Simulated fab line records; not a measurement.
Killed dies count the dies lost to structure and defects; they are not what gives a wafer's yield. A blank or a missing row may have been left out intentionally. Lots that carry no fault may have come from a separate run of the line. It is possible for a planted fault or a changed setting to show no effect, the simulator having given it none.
What tool caused it? :: flow gf180mcu :: Sampling: 13 lots, 39 wafers, 4 of 602 route steps

## WHAT THE GAUGES READ, wafer by wafer
GF_VT_IMPLANT_TW_MEAS_21. Usual: VT_IMPLANT_2_TW typically reads 1209, with standard deviation 6.9.
lot: L955
measured: day 6 18:46
on: filmMetro-04
VT_IMPLANT_2_TW: 1207 1212 1218
flag: 

lot: L957
measured: day 7 09:56
on: filmMetro-03
VT_IMPLANT_2_TW: 1213 1210 1212
flag: 

lot: L958
measured: day 7 16:36
on: filmMetro-04
VT_IMPLANT_2_TW: 1205 1197 1200
flag: 

lot: L959
measured: day 8 00:12
on: filmMetro-04
VT_IMPLANT_2_TW: 1202 1199 1206
flag: 

lot: L960
measured: day 8 04:43
on: filmMetro-04
VT_IMPLANT_2_TW: 1208 1198 1210
flag: 

lot: L961
measured: day 8 12:40
on: filmMetro-01
VT_IMPLANT_2_TW: 1201 1203 1203
flag: 

lot: L963
measured: day 9 01:34
on: filmMetro-03
VT_IMPLANT_2_TW: 1215 1213 1209
flag: 

lot: L965
measured: day 9 17:01
on: filmMetro-04
VT_IMPLANT_2_TW: 1207 1200 1201
flag: 

lot: L972
measured: day 11 17:33
on: filmMetro-04
VT_IMPLANT_2_TW: 1127 1127 1127
flag: OFF

lot: L973
measured: day 11 19:17
on: filmMetro-04
VT_IMPLANT_2_TW: 1133 1124 1127
flag: OFF

lot: L975
measured: day 12 07:46
on: filmMetro-04
VT_IMPLANT_2_TW: 1214 1211 1215
flag: 

lot: L976
measured: day 12 15:06
on: filmMetro-01
VT_IMPLANT_2_TW: 1200 1198 1200
flag: 

lot: L978
measured: day 13 02:43
on: filmMetro-04
VT_IMPLANT_2_TW: 1211 1210 1211
flag: 

GF_V1_THK_MEAS_25: measures by xrf. Usual: V1_W_THK typically reads 351 nm, with standard deviation 6.2.
lot: L955
measured: day 20 03:50
on: filmMetro-02
V1_W_THK (nm): 349 345 346
flag: 

lot: L957
measured: day 21 01:43
on: filmMetro-02
V1_W_THK (nm): 352 351 348
flag: 

lot: L958
measured: day 21 11:28
on: filmMetro-03
V1_W_THK (nm): 350 351 351
flag: 

lot: L959
measured: day 21 15:22
on: filmMetro-01
V1_W_THK (nm): 351 359 350
flag: 

lot: L960
measured: day 22 04:06
on: filmMetro-03
V1_W_THK (nm): 352 346 346
flag: 

lot: L961
measured: day 22 09:17
on: filmMetro-03
V1_W_THK (nm): 340 337 340
flag: 

lot: L963
measured: day 23 06:53
on: filmMetro-02
V1_W_THK (nm): 351 354 342
flag: 

lot: L965
measured: day 23 23:32
on: filmMetro-02
V1_W_THK (nm): 343 343 348
flag: 

lot: L972
measured: day 26 02:53
on: filmMetro-01
V1_W_THK (nm): 363 361 354
flag: 

lot: L973
measured: day 26 06:08
on: filmMetro-01
V1_W_THK (nm): 349 358 352
flag: 

lot: L975
measured: day 26 16:38
on: filmMetro-02
V1_W_THK (nm): 344 344 344
flag: 

lot: L976
measured: day 27 01:34
on: filmMetro-02
V1_W_THK (nm): 349 349 358
flag: 

lot: L978
measured: day 27 15:32
on: filmMetro-03
V1_W_THK (nm): 338 349 341
flag: 

GF_M2_RS_MEAS_05: measures by four-point-probe. Usual: M2_ALCU_RS typically reads 0.0700 ohm/sq, with standard deviation 0.00082.
lot: L955
measured: day 20 04:26
on: filmMetro-02
M2_ALCU_RS (ohm/sq): 0.0697 0.0710 0.0699
flag: 

lot: L957
measured: day 21 02:17
on: filmMetro-01
M2_ALCU_RS (ohm/sq): 0.0712 0.0701 0.0702
flag: 

lot: L958
measured: day 21 12:02
on: filmMetro-01
M2_ALCU_RS (ohm/sq): 0.0699 0.0705 0.0690
flag: 

lot: L959
measured: day 21 15:58
on: filmMetro-01
M2_ALCU_RS (ohm/sq): 0.0690 0.0687 0.0688
flag: 

lot: L960
measured: day 22 04:41
on: filmMetro-01
M2_ALCU_RS (ohm/sq): 0.0696 0.0698 0.0691
flag: 

lot: L961
measured: day 22 09:53
on: filmMetro-02
M2_ALCU_RS (ohm/sq): 0.0718 0.0713 0.0715
flag: 

lot: L963
measured: day 23 07:28
on: filmMetro-02
M2_ALCU_RS (ohm/sq): 0.0707 0.0710 0.0711
flag: 

lot: L965
measured: day 24 00:08
on: filmMetro-01
M2_ALCU_RS (ohm/sq): 0.0691 0.0706 0.0698
flag: 

lot: L972
measured: day 26 03:28
on: filmMetro-04
M2_ALCU_RS (ohm/sq): 0.0692 0.0693 0.0702
flag: 

lot: L973
measured: day 26 06:45
on: filmMetro-02
M2_ALCU_RS (ohm/sq): 0.0705 0.0707 0.0710
flag: 

lot: L975
measured: day 26 17:13
on: filmMetro-01
M2_ALCU_RS (ohm/sq): 0.0697 0.0688 0.0712
flag: 

lot: L976
measured: day 27 02:08
on: filmMetro-01
M2_ALCU_RS (ohm/sq): 0.0706 0.0703 0.0707
flag: 

lot: L978
measured: day 27 16:22
on: filmMetro-04
M2_ALCU_RS (ohm/sq): 0.0695 0.0699 0.0706
flag: 

## WHAT TOOL EACH LOT RAN ON (gives the tool, then ch and the chambers of the sampled wafers, and finally the start)
lot: L955
GF_VT_IMPLANT_IMPLANT_19: implanter-01 ch 0, day 6 18:32

lot: L957
GF_VT_IMPLANT_IMPLANT_19: implanter-04 ch 0, day 7 09:41

lot: L958
GF_VT_IMPLANT_IMPLANT_19: implanter-04 ch 0, day 7 16:21

lot: L959
GF_VT_IMPLANT_IMPLANT_19: implanter-04 ch 0, day 7 23:57

lot: L960
GF_VT_IMPLANT_IMPLANT_19: implanter-03 ch 0, day 8 04:28

lot: L961
GF_VT_IMPLANT_IMPLANT_19: implanter-04 ch 0, day 8 12:26

lot: L963
GF_VT_IMPLANT_IMPLANT_19: implanter-01 ch 0, day 9 01:20

lot: L965
GF_VT_IMPLANT_IMPLANT_19: implanter-03 ch 0, day 9 16:47

lot: L972
GF_VT_IMPLANT_IMPLANT_19: implanter-04 ch 0, day 11 17:18

lot: L973
GF_VT_IMPLANT_IMPLANT_19: implanter-04 ch 0, day 11 19:05

lot: L975
GF_VT_IMPLANT_IMPLANT_19: implanter-03 ch 0, day 12 07:31

lot: L976
GF_VT_IMPLANT_IMPLANT_19: implanter-01 ch 0, day 12 14:51

lot: L978
GF_VT_IMPLANT_IMPLANT_19: implanter-03 ch 0, day 13 02:30
- GF_VT_IMPLANT_IMPLANT_19

## WHAT THE TOOLS THEMSELVES READ (means of the sampled wafers that have a number; where no wafer has one, the mark that the record gives instead)
GF_VT_IMPLANT_IMPLANT_19. Usual: 99.999 for beamEnergyKeV, sd 0.029.
lot: L955
tool: implanter-01
beamEnergyKeV: 100.004
flag: 

lot: L957
tool: implanter-04
beamEnergyKeV: 100.002
flag: 

lot: L958
tool: implanter-04
beamEnergyKeV: 100.000
flag: 

lot: L959
tool: implanter-04
beamEnergyKeV: 100.028
flag: 

lot: L960
tool: implanter-03
beamEnergyKeV: 99.949
flag: 

lot: L961
tool: implanter-04
beamEnergyKeV: 100.005
flag: 

lot: L963
tool: implanter-01
beamEnergyKeV: 99.990
flag: 

lot: L965
tool: implanter-03
beamEnergyKeV: 99.980
flag: 

lot: L972
tool: implanter-04
beamEnergyKeV: 77.387
flag: OFF

lot: L973
tool: implanter-04
beamEnergyKeV: 77.470
flag: OFF

lot: L975
tool: implanter-03
beamEnergyKeV: 100.011
flag: 

lot: L976
tool: implanter-01
beamEnergyKeV: 100.012
flag: 

lot: L978
tool: implanter-03
beamEnergyKeV: 100.013
flag: 

## THE ANSWER, worked out from the rows above alone
Rule: take the mean of a lot's wafers that have a number; if it is more than 3 standard deviations from the usual mean, the lot is off. A lot without any number at a reading at which 4 lots or more have one is off too. Where the step has rows for the other lots, those lots are counted as sound. First the gauges in route order, then the tools' own readings, where a lot's mean is used as printed above. The first step at which some lot is off is used, and at that step the reading that is off furthest; a lot without a number counts as furthest.
Off: L972, L973, at GF_VT_IMPLANT_TW_MEAS_21 (VT_IMPLANT_2_TW).
A tool fits if, at a process step before that reading, it ran every lot that is off, and no sound lot after the first of them. Not tried: the gauges at GF_VT_IMPLANT_TW_MEAS_21; whatever is off there is also off at GF_VT_IMPLANT_IMPLANT_19, on other tools, and gauge error can't account for it. One fits: implanter-04 at GF_VT_IMPLANT_IMPLANT_19. A fault onset in the window from L961 (day 8 12:26, its last sound lot) to L972 (day 11 17:18, its first lot off) fits.
The tool's own readings at GF_VT_IMPLANT_IMPLANT_19 bear it out: on the lots that are off they differ by more than 5 times the standard deviation of the sound lots' means. beamEnergyKeV reads 77.428 there against 99.999 on the sound lots.

## WHAT THE SIMULATOR PUT IN
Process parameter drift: implanter-04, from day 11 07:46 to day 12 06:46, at GF_VT_IMPLANT_IMPLANT_19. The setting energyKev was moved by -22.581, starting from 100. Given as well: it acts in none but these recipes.
Struck lots among those shown: L972, L973. The rule given above showed the same thing.
